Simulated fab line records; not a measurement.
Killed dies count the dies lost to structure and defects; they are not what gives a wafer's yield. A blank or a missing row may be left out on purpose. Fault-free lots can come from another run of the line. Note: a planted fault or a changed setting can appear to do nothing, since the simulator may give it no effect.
Which tool is to blame? || flow gf180mcu || 12 lots, 36 wafers sampled, at 2 steps of a route of 602

WHAT EACH GAUGE READ, for each wafer
GF_V5_THK_MEAS_01. Usual: V5_CVD_00_THK typically reads 301 nm, with standard deviation 3.2.
{"lot": "L311", "measured": "day 26 21:07", "on": "film_metro-02", "V5_CVD_00_THK (nm)": "299 302 301", "flag": ""}
{"lot": "L312", "measured": "day 26 21:46", "on": "film_metro-01", "V5_CVD_00_THK (nm)": "301 299 297", "flag": ""}
{"lot": "L313", "measured": "day 27 06:33", "on": "film_metro-01", "V5_CVD_00_THK (nm)": "297 298 299", "flag": ""}
{"lot": "L314", "measured": "day 27 16:04", "on": "film_metro-03", "V5_CVD_00_THK (nm)": "298 297 294", "flag": ""}
{"lot": "L315", "measured": "day 27 23:08", "on": "film_metro-01", "V5_CVD_00_THK (nm)": "305 305 300", "flag": ""}
{"lot": "L316", "measured": "day 28 11:46", "on": "film_metro-02", "V5_CVD_00_THK (nm)": "301 300 301", "flag": ""}
{"lot": "L317", "measured": "day 28 16:10", "on": "film_metro-02", "V5_CVD_00_THK (nm)": "303 304 304", "flag": ""}
{"lot": "L318", "measured": "day 28 22:03", "on": "film_metro-02", "V5_CVD_00_THK (nm)": "301 304 302", "flag": ""}
{"lot": "L330", "measured": "day 32 06:28", "on": "film_metro-03", "V5_CVD_00_THK (nm)": "297 304 296", "flag": ""}
{"lot": "L331", "measured": "day 32 11:35", "on": "film_metro-02", "V5_CVD_00_THK (nm)": "304 303 305", "flag": ""}
{"lot": "L332", "measured": "day 32 18:32", "on": "film_metro-02", "V5_CVD_00_THK (nm)": "296 304 299", "flag": ""}
{"lot": "L333", "measured": "day 32 23:55", "on": "film_metro-01", "V5_CVD_00_THK (nm)": "305 303 306", "flag": ""}

WHICH TOOL RAN EACH LOT (tool, then ch and the chambers of the sampled wafers, then the start)
{"lot": "L311", "GF_M5_ETCH_09": "rie_diel-02 ch 1,2,3, day 26 20:22"}
{"lot": "L312", "GF_M5_ETCH_09": "rie_diel-03 ch 0,1,3, day 26 21:01"}
{"lot": "L313", "GF_M5_ETCH_09": "rie_diel-01 ch 0,1,2, day 27 05:50"}
{"lot": "L314", "GF_M5_ETCH_09": "rie_diel-01 ch 0,1,2, day 27 15:20"}
{"lot": "L315", "GF_M5_ETCH_09": "rie_diel-02 ch 0,3, day 27 22:25"}
{"lot": "L316", "GF_M5_ETCH_09": "rie_diel-03 ch 0,1, day 28 10:56"}
{"lot": "L317", "GF_M5_ETCH_09": "rie_diel-03 ch 0,3, day 28 15:20"}
{"lot": "L318", "GF_M5_ETCH_09": "rie_diel-01 ch 1,2, day 28 21:20"}
{"lot": "L330", "GF_M5_ETCH_09": "rie_diel-02 ch 0,1,2, day 32 05:37"}
{"lot": "L331", "GF_M5_ETCH_09": "rie_diel-01 ch 1,2,3, day 32 10:53"}
{"lot": "L332", "GF_M5_ETCH_09": "rie_diel-03 ch 0,2, day 32 17:50"}
{"lot": "L333", "GF_M5_ETCH_09": "rie_diel-03 ch 2,3, day 32 23:11"}
- GF_M5_ETCH_09: etches Si3N4 in CF4/O2, target depth 52 nm, time 11.6 s.

WHAT THE TOOLS THEMSELVES READ (means of the sampled wafers that have a number; where no wafer has one, the mark that the record gives instead)
GF_M5_ETCH_09. Usual: drypump_motor_current_A 5.7 A, standard deviation 0.49; oes_product_au 0.996 a.u., standard deviation 0.011; throttle_valve_pct 5.969 %, standard deviation 0.0098.
{"lot": "L311", "tool": "rie_diel-02", "drypump_motor_current_A (A)": 5.8, "oes_product_au (a.u.)": 0.988, "throttle_valve_pct (%)": 5.964, "flag": ""}
{"lot": "L312", "tool": "rie_diel-03", "drypump_motor_current_A (A)": 5.5, "oes_product_au (a.u.)": 1.000, "throttle_valve_pct (%)": 5.969, "flag": ""}
{"lot": "L313", "tool": "rie_diel-01", "drypump_motor_current_A (A)": 6.0, "oes_product_au (a.u.)": 0.993, "throttle_valve_pct (%)": 5.970, "flag": ""}
{"lot": "L314", "tool": "rie_diel-01", "drypump_motor_current_A (A)": 6.0, "oes_product_au (a.u.)": 1.000, "throttle_valve_pct (%)": 5.967, "flag": ""}
{"lot": "L315", "tool": "rie_diel-02", "drypump_motor_current_A (A)": 5.4, "oes_product_au (a.u.)": 0.997, "throttle_valve_pct (%)": 5.972, "flag": ""}
{"lot": "L316", "tool": "rie_diel-03", "drypump_motor_current_A (A)": 5.5, "oes_product_au (a.u.)": 0.987, "throttle_valve_pct (%)": 5.962, "flag": ""}
{"lot": "L317", "tool": "rie_diel-03", "drypump_motor_current_A (A)": 5.1, "oes_product_au (a.u.)": 0.999, "throttle_valve_pct (%)": 5.972, "flag": ""}
{"lot": "L318", "tool": "rie_diel-01", "drypump_motor_current_A (A)": 6.2, "oes_product_au (a.u.)": 1.004, "throttle_valve_pct (%)": 5.975, "flag": ""}
{"lot": "L330", "tool": "rie_diel-02", "drypump_motor_current_A (A)": 5.7, "oes_product_au (a.u.)": 0.995, "throttle_valve_pct (%)": 5.963, "flag": ""}
{"lot": "L331", "tool": "rie_diel-01", "drypump_motor_current_A (A)": 6.3, "oes_product_au (a.u.)": 0.992, "throttle_valve_pct (%)": 5.977, "flag": ""}
{"lot": "L332", "tool": "rie_diel-03", "drypump_motor_current_A (A)": 5.4, "oes_product_au (a.u.)": 0.993, "throttle_valve_pct (%)": 5.969, "flag": ""}
{"lot": "L333", "tool": "rie_diel-03", "drypump_motor_current_A (A)": 5.6, "oes_product_au (a.u.)": 1.003, "throttle_valve_pct (%)": 5.971, "flag": ""}

THE ANSWER, worked out from the rows above alone
Rule: a lot counts as off when the mean over its wafers that have a number is more than 3 standard deviations away from the usual mean. Also off: a lot with no number at a reading for which 4 or more lots have one. Any other lot the step has rows for is counted as sound. Order of review: gauges by route order, followed by the tools' own readings, for which a lot's mean as printed above is used. The first step at which some lot is off is used, and at that step the reading that is off furthest; a lot without a number counts as furthest.
None of the lots is off at any reading shown; this tells nothing.

WHAT THE SIMULATOR HAD PUT IN
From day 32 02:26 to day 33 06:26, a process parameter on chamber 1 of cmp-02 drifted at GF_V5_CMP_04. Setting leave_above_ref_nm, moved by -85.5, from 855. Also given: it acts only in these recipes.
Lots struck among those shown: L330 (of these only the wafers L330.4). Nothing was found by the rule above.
